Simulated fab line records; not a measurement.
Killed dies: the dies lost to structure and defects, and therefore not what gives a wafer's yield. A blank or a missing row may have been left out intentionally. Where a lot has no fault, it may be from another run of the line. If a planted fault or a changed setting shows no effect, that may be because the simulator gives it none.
fab line records ; flow sky130
record lots=6; wafers=18; lastDay=49
route steps=708 shown POLY_GATE@222 PAD_OPEN@708
lots with no fault: from the same line, run without faults
startH: hours from the record's first day to the start of the lot's first wafer shown ; waitH: how many hours have passed since the lot's step before this one ; " unchanged from the row above ; L1.1+2: a row that stands for several wafers ; - value missing, or start not given ; * or withheld: withheld ; < > ~ a bound
route shown NAME@n: names a module that has steps shown in the file, with the first one's number in the route ; usual: mean/standard deviation of fault-free wafers ; same: alike in all rows ; chamber/n: place in a boat ; sites: per-site readings ; _std_site: standard deviation across them ; _edge_site: the outer-site mean with the inner-site mean subtracted ; radiusMm: how far each site lies from the wafer's centre ; mask NAME#n: copy n ; behind: the last tool/chamber to shape the wafer ; hold: the reason the lot was held/the length of the hold in hours/how it ended ; device: the transistor (n, p or np) that didn't switch ; end of line: tests run on the same wafers once the route is complete ; where a step has no rows: the recipe by itself ; killed: dies that structure and defects cost at the first sort, which is not the same as the wafer's yield ; map: per-die view of a wafer (x killed, . not killed, _ where there is no die)
set.NAME: the setting the step ran with; set.NAME@STEP: the setting that earlier step ran with ; model.NAME: the simulator's own value behind a step, which no gauge read
lots at selected steps of the route; one table per step, one row per wafer
services: a tool's chamber out of use, with start hour (startH, from the record's first day; less than 0 if before it), hours out, and reason
## steps
# step SKY_POLY_GATE_COAT_08
# recipe resist=KrF-thick; spinRpm=3000; resistThkNm=450
# step SKY_POLY_GATE_SOFTBAKE_09
# recipe tempC=100; timeS=90; resist=KrF-thick
# step SKY_POLY_GATE_EXPOSE_10
# recipe maskId=P1M; na=0.68; sourceShape=conventional; sigmaOuter=0.6; targetCdNm=150; doseMj=28
# step SKY_POLY_GATE_PEB_11
# recipe pebTempC=withheld; pebTimeS=withheld; resist=KrF-thick
# step SKY_POLY_GATE_DEVELOP_12
# recipe developTimeS=60; resist=KrF-thick; devTempC=21
# step SKY_POLY_GATE_CD_MEAS_13
# recipe targetCdNm=150
# usual cdNm=150.5/1.1
lot.wafer;tool;chamber;startH;waitH;cdNm
L165.1;cdSem-01;-;379.62;-;151.3
L165.4;cdSem-01;-;379.62;-;150.3
L165.6;cdSem-01;-;379.62;-;150.1
L168.1;cdSem-01;-;401.47;-;152.2
L168.3;cdSem-01;-;401.47;-;151.6
L168.4;cdSem-01;-;401.47;-;150.2
L176.1;cdSem-02;-;477.64;-;150.1
L176.3;cdSem-02;-;477.64;-;150.1
L176.5;cdSem-02;-;477.64;-;150.1
L180.1;cdSem-01;-;516.61;-;150.8
L180.4;cdSem-01;-;516.61;-;150.5
L180.6;cdSem-01;-;516.61;-;149.9
L181.1;cdSem-01;-;518.32;-;151.6
L181.5;cdSem-01;-;518.32;-;151.6
L181.6;cdSem-01;-;518.32;-;150.2
L186.1;cdSem-01;-;548.81;-;149.7
L186.4;cdSem-01;-;548.81;-;150.0
L186.5;cdSem-01;-;548.81;-;150.2
# step SKY_POLY_GATE_OVL_MEAS_14
# usual POLY_GATE_OVL=-2/5.2
lot.wafer;tool;chamber;startH;waitH;POLY_GATE_OVL[nm]
L165.1;overlay-01;-;379.74;0.1;0
L165.4;overlay-01;-;379.74;0.1;-7
L165.6;overlay-01;-;379.74;0.1;-7
L168.1;overlay-01;-;401.59;0.1;2
L168.3;overlay-01;-;401.59;0.1;4
L168.4;overlay-01;-;401.59;0.1;13
L176.1;overlay-02;-;477.76;0.1;-13
L176.3;overlay-02;-;477.76;0.1;-2
L176.5;overlay-02;-;477.76;0.1;-5
L180.1;overlay-01;-;516.73;0.1;-2
L180.4;overlay-01;-;516.73;0.1;1
L180.6;overlay-01;-;516.73;0.1;-4
L181.1;overlay-02;-;518.44;0.1;-8
L181.5;overlay-02;-;518.44;0.1;-2
L181.6;overlay-02;-;518.44;0.1;-7
L186.1;overlay-02;-;548.93;0.1;-4
L186.4;overlay-02;-;548.93;0.1;7
L186.5;overlay-02;-;548.93;0.1;5
# step SKY_POLY_GATE_ETCH_15
# recipe chemistry=N2/H2; target=BARC; ionEnergyEv=200; sourceW=500; biasW=100; pressureMtorr=30; n2FlowSccm=100; h2FlowSccm=200; stopOn=SiO2; timeS=118.5; targetDepthA=1100
# usual drypumpMotorCurrentA=5.7/0.41; oesProductAu=0.715/0.0046; throttleValvePct=13.212/0.0093
lot.wafer;tool;chamber;startH;waitH;drypumpMotorCurrentA;oesProductAu;rfHoursCounterH;throttleValvePct
L165.1;rieDiel-03;1;379.78;0.0;6.3;0.710;51;13.221
L165.4;rieDiel-03;0;379.78;0.0;5.4;0.713;10;13.223
L165.6;rieDiel-03;0;379.78;0.0;5.4;0.719;-;13.212
L168.1;rieDiel-04;3;401.63;0.0;6.3;0.712;23;13.206
L168.3;rieDiel-04;1;401.63;0.0;5.4;0.709;46;13.216
L168.4;rieDiel-04;0;401.63;0.0;4.9;0.721;105;13.209
L176.1;rieDiel-02;3;477.79;0.0;5.9;0.710;12;13.222
L176.3;rieDiel-02;0;477.79;0.0;5.5;0.710;62;13.218
L176.5;rieDiel-02;2;477.79;0.0;5.3;0.715;-;13.212
L180.1;rieDiel-02;0;516.77;0.0;5.5;0.719;63;13.199
L180.4;rieDiel-02;3;516.77;0.0;5.9;0.722;12;13.226
L180.6;rieDiel-02;2;516.77;0.0;5.3;0.718;-;13.216
L181.1;rieDiel-03;2;518.48;0.0;5.5;0.720;44;13.219
L181.5;rieDiel-03;1;518.48;0.0;6.3;0.720;-;13.216
L181.6;rieDiel-03;2;518.48;0.0;5.5;0.709;-;13.220
L186.1;rieDiel-04;3;548.97;0.0;6.3;0.716;26;13.201
L186.4;rieDiel-04;0;548.97;0.0;4.9;0.710;2;13.230
L186.5;rieDiel-04;2;548.97;0.0;5.5;0.710;-;13.204
# step SKY_POLY_GATE_ETCH_16
# recipe stopOn=poly-Si; chemistry=CH3F/O2; target=Si3N4; sourceW=400; biasW=80; pressureMtorr=25; ch3fFlowSccm=40; O2_flow_sccm=30; timeS=147.5; targetDepthA=750
# usual O2_flow_sccm=30.02/0.082; drypumpMotorCurrentA=5.6/0.41; oesProductAu=0.640/0.0051; throttleValvePct=10.536/0.0095
lot.wafer;tool;chamber;startH;waitH;O2_flow_sccm;drypumpMotorCurrentA;oesProductAu;rfHoursCounterH;throttleValvePct
L165.1;rieDiel-03;1;379.86;0.0;30.12;6.3;0.639;51;10.533
L165.4;rieDiel-03;0;379.86;0.0;30.05;5.4;0.643;10;10.538
L165.6;rieDiel-03;0;379.86;0.0;30.11;5.4;0.646;-;10.517
L168.1;rieDiel-04;3;401.71;0.0;29.90;6.3;0.644;23;10.539
L168.3;rieDiel-04;1;401.71;0.0;30.07;5.4;0.641;46;10.536
L168.4;rieDiel-04;0;401.71;0.0;30.09;4.9;0.643;105;10.539
L176.1;rieDiel-02;3;477.87;0.0;29.97;5.8;0.634;12;10.509
L176.3;rieDiel-02;0;477.87;0.0;29.95;5.5;0.638;62;10.545
L176.5;rieDiel-02;2;477.87;0.0;30.14;5.2;0.638;-;10.523
L180.1;rieDiel-02;0;516.85;0.0;30.10;5.5;0.635;63;10.537
L180.4;rieDiel-02;3;516.85;0.0;30.03;5.8;0.638;12;10.536
L180.6;rieDiel-02;2;516.85;0.0;30.00;5.2;0.638;-;10.526
L181.1;rieDiel-03;2;518.56;0.0;29.90;5.4;0.652;44;10.510
L181.5;rieDiel-03;1;518.56;0.0;30.08;6.3;0.638;-;10.527
L181.6;rieDiel-03;2;518.56;0.0;29.92;5.5;0.645;-;10.540
L186.1;rieDiel-04;3;549.05;0.0;30.05;6.3;0.646;26;10.543
L186.4;rieDiel-04;0;549.05;0.0;29.94;4.9;0.641;2;10.543
L186.5;rieDiel-04;2;549.05;0.0;30.07;5.5;0.640;-;10.548
# step SKY_POLY_GATE_ETCH_17
# recipe targetDepthNm=180; stopOn=SiO2; overEtchFrac=0.56667; chemistry=HBr/Cl2; target=poly-Si; icpW=400; biasW=100; pressureMtorr=10; HBr_flow_sccm=150; Cl2_flow_sccm=50; timeS=70.5
# usual drypumpMotorCurrentA=5.6/0.38; mfcCl2Sccm=49.99/0.15; oesProductAu=0.987/0.0068; throttleValvePct=33.684/0.0094
lot.wafer;tool;chamber;startH;waitH;drypumpMotorCurrentA;mfcCl2Sccm;oesProductAu;rfHoursCounterH;throttleValvePct
L165.1;rieSi-02;2;379.96;0.0;5.6;49.88;0.982;24;33.668
L165.4;rieSi-02;1;379.96;0.0;5.0;49.89;0.987;7;33.675
L165.6;rieSi-02;1;379.96;0.0;5.1;50.12;0.987;-;33.678
L168.1;rieSi-02;3;401.81;0.0;5.9;50.01;0.993;77;33.677
L168.3;rieSi-02;0;401.81;0.0;6.4;49.90;0.995;5;33.674
L168.4;rieSi-02;2;401.81;0.0;5.6;50.04;0.980;24;33.681
L176.1;rieSi-02;1;477.97;0.0;5.0;50.12;0.992;7;33.693
L176.3;rieSi-02;3;477.97;0.0;5.9;50.11;0.996;0;33.681
L176.5;rieSi-02;0;477.97;0.0;6.4;49.91;0.998;-;33.672
L180.1;rieSi-01;0;516.95;0.0;5.4;49.92;0.986;0;33.659
L180.4;rieSi-01;0;516.95;0.0;5.4;50.18;0.988;-;33.681
L180.6;rieSi-01;2;516.95;0.0;5.7;49.80;0.988;-;33.659
L181.1;rieSi-02;2;518.66;0.0;5.6;49.69;0.987;25;33.686
L181.5;rieSi-02;1;518.66;0.0;5.0;49.83;0.996;-;33.687
L181.6;rieSi-02;0;518.66;0.0;6.4;50.10;0.998;-;33.675
L186.1;rieSi-01;1;549.15;0.0;5.6;50.02;0.985;6;33.666
L186.4;rieSi-01;2;549.15;0.0;5.7;50.16;0.981;7;33.676
L186.5;rieSi-01;3;549.15;0.0;5.7;49.91;0.979;-;33.678
# step SKY_POLY_GATE_STRIP_18
# recipe chemistry=O2/N2; powerW=1400; pressureMtorr=1500; platenTempC=withheld; o2FlowSccm=3000; n2FlowSccm=300; overashFraction=0.5
# usual drypumpMotorCurrentA=5.8/0.44; oesProductAu=0.361/0.0047; stripTimeToEndpointS=3.171/0.027
lot.wafer;tool;chamber;startH;waitH;drypumpMotorCurrentA;oesProductAu;rfHoursCounterH;stripTimeToEndpointS
L165.1;plasmaAsher-03;0;380.01;0.0;5.4;0.363;23;3.207
L165.4;plasmaAsher-03;1;380.01;0.0;6.6;0.362;-;3.163
L165.6;plasmaAsher-03;0;380.01;0.0;5.4;0.357;-;3.165
L168.1;plasmaAsher-01;1;401.86;0.0;6.0;0.361;72;3.204
L168.3;plasmaAsher-01;0;401.86;0.0;5.5;0.368;-;3.211
L168.4;plasmaAsher-01;1;401.86;0.0;6.0;0.368;-;3.220
L176.1;plasmaAsher-01;1;478.03;0.0;6.0;0.372;80;3.171
L176.3;plasmaAsher-01;0;478.03;0.0;5.5;0.355;-;3.142
L176.5;plasmaAsher-01;0;478.03;0.0;5.6;0.367;-;3.164
L180.1;plasmaAsher-04;1;517.00;0.0;5.8;0.354;71;3.152
L180.4;plasmaAsher-04;0;517.00;0.0;5.4;0.356;-;3.168
L180.6;plasmaAsher-04;0;517.00;0.0;5.4;0.353;-;3.162
L181.1;plasmaAsher-03;0;518.71;0.0;5.4;0.363;37;3.193
L181.5;plasmaAsher-03;0;518.71;0.0;5.4;0.359;-;3.202
L181.6;plasmaAsher-03;1;518.71;0.0;6.6;0.361;-;3.187
L186.1;plasmaAsher-04;1;549.20;0.0;5.8;0.362;74;3.213
L186.4;plasmaAsher-04;0;549.20;0.0;5.3;0.369;-;3.224
L186.5;plasmaAsher-04;0;549.20;0.0;5.3;0.362;-;3.219
# step SKY_POLY_GATE_CLEAN_19
# recipe chemistry=SC1/SC2; mix=1:4:20; tempC=70; timeS=150; dry=n2Spin
# step SKY_POLY_GATE_OXIDATION_20
# recipe tempC=850; ambient=O2; stabiliseS=600; purgeS=300; targetThkA=40; oxTimeS=899
# usual spikeTcBottomC=870/4.4; spikeTcCentreC=850.5/1.1; spikeTcLowerC=850.4/1.1; spikeTcTopC=860/3.5; spikeTcUpperC=850.5/1; tubeCenterTempC=850/0.078; tube_center_temp_C_max=852.2/0.38; zonePowerBottomPct=22.9/0.68; zonePowerTopPct=30.7/0.33; zonePowerUpperPct=15.43/0.27
lot.wafer;tool;chamber;startH;waitH;spikeTcBottomC;spikeTcCentreC;spikeTcLowerC;spikeTcTopC;spikeTcUpperC;tubeCenterTempC;tube_center_temp_C_max;zonePowerBottomPct;zonePowerTopPct;zonePowerUpperPct;model.SiO2_of_POLY_GATE_OXIDATION_20.thkNm
L165.1;furnace-01;0;388.09;7.9;865;849.7;851.6;857;850.0;849.91;851.7;23.8;30.9;15.36;4.27
L165.4;furnace-01;0;388.09;7.9;866;849.8;851.4;857;850.2;849.94;852.3;23.5;31.4;14.99;4.196
L165.6;furnace-01;0;388.09;7.9;868;850.2;850.3;858;849.3;849.97;852.0;23.7;30.5;15.45;4.194
L168.1;furnace-01;0;410.13;8.1;865;850.9;849.3;856;851.4;850.01;852.2;24.0;31.1;14.82;3.917
L168.3;furnace-01;0;410.13;8.1;867;848.4;851.7;858;850.2;849.89;852.3;23.6;30.7;15.07;3.991
L168.4;furnace-01;0;410.13;8.1;867;851.8;849.7;857;850.5;849.92;852.5;23.1;30.8;15.40;3.996
L176.1;furnace-01;0;478.18;0.0;866;849.4;849.7;857;850.1;850.05;852.5;23.3;30.6;15.50;3.956
L176.3;furnace-01;0;478.18;0.0;865;850.3;850.6;858;850.8;849.95;852.3;23.3;30.6;15.23;3.978
L176.5;furnace-01;0;478.18;0.0;865;849.5;851.9;858;851.5;850.14;852.9;23.8;30.7;15.09;3.999
L180.1;furnace-01;0;517.16;0.0;905;889.1;888.9;896;889.3;889.59;891.8;25.9;32.6;16.54;6.421
L180.4;furnace-01;0;517.16;0.0;904;888.8;891.7;897;889.0;889.54;891.4;26.2;33.1;16.78;6.367
L180.6;furnace-01;0;517.16;0.0;906;892.1;890.7;897;890.9;889.66;891.4;25.6;32.2;16.80;6.413
L181.1;furnace-02;0;518.86;0.0;874;849.1;849.1;861;850.5;850.1;852.7;22.2;30.8;15.63;3.977
L181.5;furnace-02;0;518.86;0.0;876;849.2;848.0;864;851.9;849.91;851.9;22.2;30.9;15.82;4.027
L181.6;furnace-02;0;518.86;0.0;875;849.3;849.2;863;850.9;850.03;852.1;22.2;30.0;15.70;3.99
L186.1;furnace-01;0;549.35;0.0;905;892.0;890.1;895;891.4;889.72;891.9;26.2;33.4;17.01;6.524
L186.4;furnace-01;0;549.35;0.0;906;891.0;891.0;896;890.8;889.61;891.7;25.7;32.7;16.62;6.46
L186.5;furnace-01;0;549.35;0.0;906;892.5;889.0;895;889.7;889.72;891.9;26.0;32.7;16.89;6.46
# step SKY_POLY_GATE_THK_MEAS_21
# recipe reads=SiO2_of_POLY_GATE_OXIDATION_20
# usual POLY_GATE_OXIDATION_THK=4.05/0.088
lot.wafer;tool;chamber;startH;waitH;POLY_GATE_OXIDATION_THK[nm]
L165.1;filmMetro-04;-;389.34;0.0;4.25
L165.4;filmMetro-04;-;389.34;0.0;4.23
L165.6;filmMetro-04;-;389.34;0.0;4.19
L168.1;filmMetro-01;-;411.39;0.0;3.91
L168.3;filmMetro-01;-;411.39;0.0;3.98
L168.4;filmMetro-01;-;411.39;0.0;4.01
L176.1;filmMetro-01;-;479.43;0.0;3.94
L176.3;filmMetro-01;-;479.43;0.0;4.01
L176.5;filmMetro-01;-;479.43;0.0;3.99
L180.1;filmMetro-02;-;518.41;0.0;6.38
L180.4;filmMetro-02;-;518.41;0.0;6.39
L180.6;filmMetro-02;-;518.41;0.0;6.40
L181.1;filmMetro-02;-;520.11;0.0;3.96
L181.5;filmMetro-02;-;520.11;0.0;4.00
L181.6;filmMetro-02;-;520.11;0.0;3.95
L186.1;filmMetro-02;-;550.60;0.0;6.48
L186.4;filmMetro-02;-;550.60;0.0;6.40
L186.5;filmMetro-02;-;550.60;0.0;6.46
# step SKY_POLY_GATE_CD_MEAS_22
# usual cdNm=150.6/1.9
lot.wafer;tool;chamber;startH;waitH;cdNm
L165.1;cdSem-01;-;389.40;0.1;151.1
L165.4;cdSem-01;-;389.40;0.1;150.2
L165.6;cdSem-01;-;389.40;0.1;150.6
L168.1;cdSem-02;-;411.45;0.1;152.9
L168.3;cdSem-02;-;411.45;0.1;151.7
L168.4;cdSem-02;-;411.45;0.1;150.8
L176.1;cdSem-02;-;479.49;0.1;150.5
L176.3;cdSem-02;-;479.49;0.1;150.3
L176.5;cdSem-02;-;479.49;0.1;147.9
L180.1;cdSem-02;-;518.47;0.1;151.8
L180.4;cdSem-02;-;518.47;0.1;149.9
L180.6;cdSem-02;-;518.47;0.1;148.1
L181.1;cdSem-02;-;520.17;0.1;151.1
L181.5;cdSem-02;-;520.17;0.1;153.5
L181.6;cdSem-02;-;520.17;0.1;151.5
L186.1;cdSem-01;-;550.66;0.1;149.9
L186.4;cdSem-01;-;550.66;0.1;151.1
L186.5;cdSem-01;-;550.66;0.1;150.3
# step SKY_PAD_OPEN_PROBE_99
# usual killed_at_M0_to_M3=43/7.3; killed_at_M4_up=3.2/1.8; killedAtContacts=24/5.8; killedAtFrontEnd=16/4.5; killedAtOther=0.3/0.53; killedDies=87/9.9; killedOpen=48/6.8; killedShort=39/6.9
# same grossDies=492; killedAtBackSide=0
lot.wafer;tool;chamber;startH;waitH;killed_at_M0_to_M3;killed_at_M4_up;killedAtContacts;killedAtFrontEnd;killedAtOther;killedDies;killedOpen;killedShort;model.etest.tipSonos.rsOhmSq;model.etest.tipP.rsOhmSq;model.etest.pfet_01v8.rOnOhmUm;model.etest.resPdiff.lineOhmUm;model.etest.tipN.rsOhmSq;model.etest.nfet_01v8.rOnOhmUm;model.etest.resNdiff.lineOhmUm;model.etest.sonosUncharged.rOnOhmUm
L165.1;prober-02;-;1079.44;0.1;38;2;16;24;2;82;39;43;2753;6766;2896;1357;446.7;863.9;783.9;824.9
L165.4;prober-02;-;1079.59;0.2;38;2;37;9;0;86;48;38;2762;6852;2846;1362;441.3;835;790.2;819.4
L165.6;prober-02;-;1079.69;0.2;28;2;25;14;0;69;43;26;2682;6788;2886;1349;445.1;850;778.3;814.1
L168.1;prober-02;-;1100.81;0.1;53;2;19;15;0;89;48;41;2664;6914;2992;1386;437.5;849.2;789.5;840
L168.3;prober-02;-;1100.91;0.2;50;6;23;26;0;105;46;59;2692;6935;2966;1381;440.3;864.9;793;836.5
L168.4;prober-02;-;1100.96;0.2;52;2;24;16;0;94;51;43;2666;6937;2953;1419;437.5;848;798.4;830.5
L176.1;prober-02;-;1142.88;0.1;34;2;24;25;0;85;48;37;2684;6802;2919;1365;446.2;839.6;765.2;820.3
L176.3;prober-02;-;1142.98;0.2;43;3;28;16;1;91;51;40;2696;6851;2850;1338;444;831.4;746.9;802.6
L176.5;prober-02;-;1143.08;0.2;45;3;33;10;0;91;57;34;2752;6845;2909;1370;445.7;845.7;755;805.4
L180.1;prober-01;-;1162.99;0.1;46;6;19;16;1;88;45;43;3112;7361;3150;1425;494.5;897.4;810.2;841.9
L180.4;prober-01;-;1163.14;0.2;39;4;29;16;0;88;49;39;3140;7323;3175;1430;493.5;904.3;807.3;841.9
L180.6;prober-01;-;1163.24;0.2;54;1;28;24;0;107;59;48;3109;7408;3116;1449;496.2;883.8;796;833
L181.1;prober-02;-;1168.05;0.1;38;2;27;15;0;82;47;35;2658;6814;2931;1389;444.1;847.2;779.7;827.7
L181.5;prober-02;-;1168.25;0.2;35;2;22;11;0;70;34;36;2692;6828;2974;1389;445.4;870.2;768.6;829.4
L181.6;prober-02;-;1168.30;0.2;49;2;22;13;0;86;52;34;2750;6843;2967;1374;446.2;856.6;786.1;829.8
L186.1;prober-01;-;1184.83;0.1;39;0;35;15;0;89;49;40;3164;7429;3133;1456;489.5;865.4;801.7;845.7
L186.4;prober-01;-;1184.98;0.2;56;1;17;19;0;93;54;39;3122;7376;3116;1442;486;848.7;787.1;853.5
L186.5;prober-01;-;1185.03;0.2;48;2;26;15;0;91;52;39;3121;7344;3090;1459;492.5;866.8;792.6;850.8
# killed by level:class
L165.1 VIA2:geometricParticle:open=7 FIELD_ISO:geometricParticle:open=6 FIELD_ISO:geometricParticle:short=6 VIA2:geometricParticle:short=5 POLY_GATE:geometricParticle:short=5 CONTACT:geometricParticle:open=5 METAL1:geometricParticle:short=5 VIA3:geometricParticle:open=5
L165.4 LI_CONTACT:geometricParticle:open=12 VIA1:geometricParticle:open=11 CONTACT:geometricParticle:short=10 CONTACT:geometricParticle:open=9 VIA3:geometricParticle:open=5 VIA2:geometricParticle:short=4 FIELD_ISO:geometricParticle:short=3 LI_CONTACT:geometricParticle:short=3
L165.6 LI_CONTACT:geometricParticle:open=9 CONTACT:geometricParticle:open=6 VIA1:geometricParticle:open=6 VIA2:geometricParticle:open=6 FIELD_ISO:geometricParticle:short=5 METAL2:geometricParticle:short=5 LI_CONTACT:geometricParticle:short=4 CONTACT:geometricParticle:short=4
L168.1 VIA1:geometricParticle:open=10 METAL2:geometricParticle:short=10 LI_CONTACT:geometricParticle:open=9 METAL1:geometricParticle:short=8 VIA2:geometricParticle:open=8 VIA3:geometricParticle:open=6 CONTACT:geometricParticle:open=5 FIELD_ISO:geometricParticle:short=4
L168.3 METAL2:geometricParticle:short=11 FIELD_ISO:geometricParticle:open=8 VIA1:geometricParticle:open=7 LI_CONTACT:geometricParticle:open=7 FIELD_ISO:geometricParticle:short=6 CONTACT:geometricParticle:open=6 VIA2:geometricParticle:open=6 METAL1:geometricParticle:short=5
L168.4 VIA1:geometricParticle:open=14 METAL2:geometricParticle:short=12 CONTACT:geometricParticle:open=7 POLY_GATE:geometricParticle:open=6 LI_CONTACT:geometricParticle:open=6 FIELD_ISO:geometricParticle:short=5 LOCAL_INTERCONNECT:geometricParticle:short=5 VIA1:geometricParticle:short=5
L176.1 CONTACT:geometricParticle:open=13 VIA1:geometricParticle:open=9 POLY_GATE:geometricParticle:short=7 FIELD_ISO:geometricParticle:open=6 METAL2:geometricParticle:short=6 FIELD_ISO:geometricParticle:short=5 VIA2:geometricParticle:open=4 VIA3:geometricParticle:open=4
L176.3 VIA1:geometricParticle:open=13 CONTACT:geometricParticle:open=12 CONTACT:geometricParticle:short=7 VIA2:geometricParticle:open=7 LI_CONTACT:geometricParticle:open=6 FIELD_ISO:geometricParticle:short=5 POLY_GATE:geometricParticle:short=5 VIA1:geometricParticle:short=5
L176.5 VIA1:geometricParticle:open=16 CONTACT:geometricParticle:open=13 VIA2:geometricParticle:open=8 LI_CONTACT:geometricParticle:short=6 LOCAL_INTERCONNECT:geometricParticle:short=5 CONTACT:geometricParticle:short=5 VIA3:geometricParticle:open=5 LI_CONTACT:geometricParticle:open=4
L180.1 VIA1:geometricParticle:open=7 VIA2:geometricParticle:open=7 METAL2:geometricParticle:short=7 LI_CONTACT:geometricParticle:open=6 CONTACT:geometricParticle:open=6 METAL1:geometricParticle:short=6 FIELD_ISO:geometricParticle:short=5 VIA3:geometricParticle:open=5
L180.4 CONTACT:geometricParticle:open=13 LI_CONTACT:geometricParticle:open=10 VIA1:geometricParticle:open=8 METAL3:geometricParticle:short=6 CONTACT:geometricParticle:short=5 VIA1:geometricParticle:short=5 METAL2:geometricParticle:short=5 FIELD_ISO:geometricParticle:short=4
L180.6 CONTACT:geometricParticle:open=14 VIA1:geometricParticle:open=12 LI_CONTACT:geometricParticle:open=10 METAL2:geometricParticle:short=9 FIELD_ISO:geometricParticle:short=8 METAL1:geometricParticle:short=7 POLY_GATE:geometricParticle:short=6 VIA3:geometricParticle:short=6
L181.1 CONTACT:geometricParticle:open=9 VIA1:geometricParticle:open=8 FIELD_ISO:geometricParticle:short=5 LI_CONTACT:geometricParticle:open=5 LOCAL_INTERCONNECT:geometricParticle:short=5 CONTACT:geometricParticle:short=5 METAL2:geometricParticle:short=5 VIA3:geometricParticle:open=5
L181.5 VIA1:geometricParticle:open=8 CONTACT:geometricParticle:open=6 VIA1:geometricParticle:short=6 VIA2:geometricParticle:open=6 LI_CONTACT:geometricParticle:open=5 LOCAL_INTERCONNECT:geometricParticle:short=5 FIELD_ISO:geometricParticle:open=4 CONTACT:geometricParticle:short=4
L181.6 VIA3:geometricParticle:open=14 VIA1:geometricParticle:open=10 CONTACT:geometricParticle:open=10 LI_CONTACT:geometricParticle:open=4 VIA1:geometricParticle:short=4 VIA3:geometricParticle:short=4 FIELD_ISO:geometricParticle:short=3 POLY_GATE:geometricParticle:short=3
L186.1 CONTACT:geometricParticle:open=12 VIA1:geometricParticle:open=10 LI_CONTACT:geometricParticle:open=8 METAL2:geometricParticle:short=8 LOCAL_INTERCONNECT:geometricParticle:short=7 CONTACT:geometricParticle:short=7 POLY_GATE:geometricParticle:open=5 VIA2:geometricParticle:open=4
L186.4 VIA1:geometricParticle:open=15 VIA3:geometricParticle:open=12 FIELD_ISO:geometricParticle:short=6 FIELD_ISO:geometricParticle:open=6 VIA1:geometricParticle:short=6 VIA2:geometricParticle:open=6 LOCAL_INTERCONNECT:geometricParticle:short=5 CONTACT:geometricParticle:open=5
L186.5 VIA1:geometricParticle:open=12 LI_CONTACT:geometricParticle:open=7 CONTACT:geometricParticle:open=7 VIA3:geometricParticle:short=7 VIA2:geometricParticle:open=6 POLY_GATE:geometricParticle:open=4 LI_CONTACT:geometricParticle:short=4 METAL1:geometricParticle:open=4
## services
tool;chamber;startH;hours;kind
furnace-02;-;355.94;59.7;pm
rieDiel-04;0;357.67;11.8;repair
rieSi-02;-;373.30;2.8;pm
rieDiel-03;-;380.21;1.0;repair
rieSi-01;2;385.29;10.6;repair
plasmaAsher-04;-;387.89;3.6;repair
rieDiel-02;-;396.89;4.3;pm
plasmaAsher-04;-;398.66;17.9;repair
rieSi-02;3;403.09;-;clean
rieSi-02;3;403.09;20.3;scheduledDown
rieSi-02;3;403.09;20.3;ventCycle
rieDiel-04;0;405.32;5.9;repair
furnace-02;-;415.66;3.9;pm
furnace-01;-;419.70;4.0;pm
rieDiel-04;0;423.88;-;clean
rieDiel-03;1;439.85;4.6;repair
plasmaAsher-03;-;441.05;2.8;pm
rieDiel-02;-;454.68;1.3;repair
rieDiel-02;-;473.16;3.8;repair
rieDiel-03;0;475.88;3.0;repair
furnace-01;-;496.79;4.2;pm
furnace-02;-;503.22;3.3;pm
furnace-01;-;506.34;4.1;repair
plasmaAsher-01;-;515.41;1.2;repair
## key
firstSign step=SKY_POLY_GATE_OXIDATION_20; reading=tubeCenterTempC; direction=up; sigmas=99+; usual=*; struck=*
effect step=SKY_POLY_GATE_OXIDATION_20; reading=tube_center_temp_C_max; direction=up; sigmas=99+; usual=*; struck=*
effect step=SKY_POLY_GATE_THK_MEAS_21; reading=POLY_GATE_OXIDATION_THK; direction=up; sigmas=27; usual=4.05; struck=6.42
modelEffect step=SKY_POLY_GATE_OXIDATION_20; value=SiO2_of_POLY_GATE_OXIDATION_20.thkNm; without=3.988; struck=6.441
modelEffect step=SKY_PAD_OPEN_PROBE_99; value=etest.tipSonos.rsOhmSq; without=2664; struck=3128
metAt SKY_POLY_GATE_OXIDATION_20
struckWafers L180.1,L180.4,L180.6,L186.1,L186.4,L186.5
testerLeftOut L180,L186
onsetBetween 478.18 517.16
fault kind=processParameterDrift; tool=furnace-01; chamber=-; onsetH=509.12; steps=SKY_POLY_GATE_OXIDATION_20; channel=tempC; offset=*; shape=step; endH=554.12; actsIn=*; stated=*
# testerLeftOut: of these lots the tester's yield and bins aren't shown, on N5 and GAA mostly nor the transistor test; their killed dies are dies lost to structure and defects alone, not to doping, threshold or leakage, so they don't give the yield
